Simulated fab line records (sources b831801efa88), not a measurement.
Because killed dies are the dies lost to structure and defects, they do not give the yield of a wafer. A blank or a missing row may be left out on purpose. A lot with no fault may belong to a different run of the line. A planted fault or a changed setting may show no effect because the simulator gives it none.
Problem report in the 8D (eight disciplines) form, filled by code || flow sky130 || the parts of the form that need people (team, actions taken, sign-off) are left out

## 1. WHAT WENT WRONG
heater_power_total_W at SKY_RES_PROTECT_SOFTBAKE_03 reads a mean of 67.39 W on 9 wafers of 3 lots; wafers without a fault read 56.60 W with a standard deviation of 0.046. That is +99 or more standard deviations from the usual mean.
The step: time 60 s.
The first sign was on wafer L302.1 at day 21 07:20, on litho_track-03. At this step, 39 wafers from 13 lots have a number in the record. By rule, "out" or "out of limits" means more than 4 standard deviations away from the usual mean. The other wafers with a number count as sound.

## 2. WHAT IT IS, AND WHAT IT ISN'T
{"question": "which readings at this step", "is": "heater_power_total_W, run_length_s", "is not": "-"}
{"question": "which lots", "is": "L302, L303, L304", "is not": "L284, L285, L288, L289, L291, L293, L294, L295, L296, L305"}
{"question": "which wafers of those lots", "is": "all that have a number", "is not": "-"}
{"question": "read on which tools", "is": "litho_track-03", "is not": "litho_track-01, litho_track-02"}
{"question": "when", "is": "from day 21 07:20", "is not": "up to then (27 sound wafers); but 3 sound wafers of L305 came after"}

## 3. SUSPECTS, AND WHAT RULES EACH OUT
Counting: any tool at a process step up to the reading is kept as a suspect provided that every lot that is out went through it and no sound lot did after the first of them.
- plasma_asher-02 at SKY_SONOS_ONO_STRIP_17 (strips in O2/N2): kept. All lots that are out passed through it, beginning with L302 at day 19 03:08, and no sound lot followed; its final sound lot before that point was L296 at day 16 18:55.
- litho_track-03 at SKY_RES_PROTECT_SOFTBAKE_03 (time 60 s): kept. All lots that are out passed through it, beginning with L302 at day 21 07:20, and no sound lot followed; its final sound lot before that point was L296 at day 18 22:14. Out on those wafers are its own readings of heater_power_total_W, run_length_s.
Left after counting: plasma_asher-02 at SKY_SONOS_ONO_STRIP_17, litho_track-03 at SKY_RES_PROTECT_SOFTBAKE_03.

## 4. THE CAUSE (what the simulator had put in)
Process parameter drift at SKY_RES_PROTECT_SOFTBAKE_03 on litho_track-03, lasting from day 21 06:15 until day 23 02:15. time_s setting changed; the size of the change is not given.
2 suspects survive the count, and this tool is in that group.

## 5. THE CHAIN OF EFFECTS, in route order
Each row: a reading where the mean over the struck wafers with a number is more than 3 standard deviations away from the usual. Only readings for which the record gives a usual standard deviation are gone through. hours: the time from each lot's start at the first step in this table that gives one to its start at this step, as a median over the lots. sigmas: the change in usual standard deviations.
{"hours": 0, "step": "SKY_RES_PROTECT_SOFTBAKE_03", "reading": "heater_power_total_W", "usual": "56.60 W", "on struck wafers": 67.39, "change": "+10.79", "sigmas": "+99 or more"}
{"hours": 0, "step": "SKY_RES_PROTECT_SOFTBAKE_03", "reading": "run_length_s", "usual": "88.97 s", "on struck wafers": 63.98, "change": -24.99, "sigmas": "-99 or more"}
Here are the process steps it includes:
- SKY_RES_PROTECT_SOFTBAKE_03: time 60 s.
Later measuring or inspecting steps at which every struck wafer that the step has a row for has a number for every such reading, and none has moved that far: SKY_POLY_GATE_CD_MEAS_13.

## 6. WHAT WOULD HAVE CAUGHT IT SOONER
In this record the first reading out of limits was taken at day 21 07:20, 1 hour after the fault began at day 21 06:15.
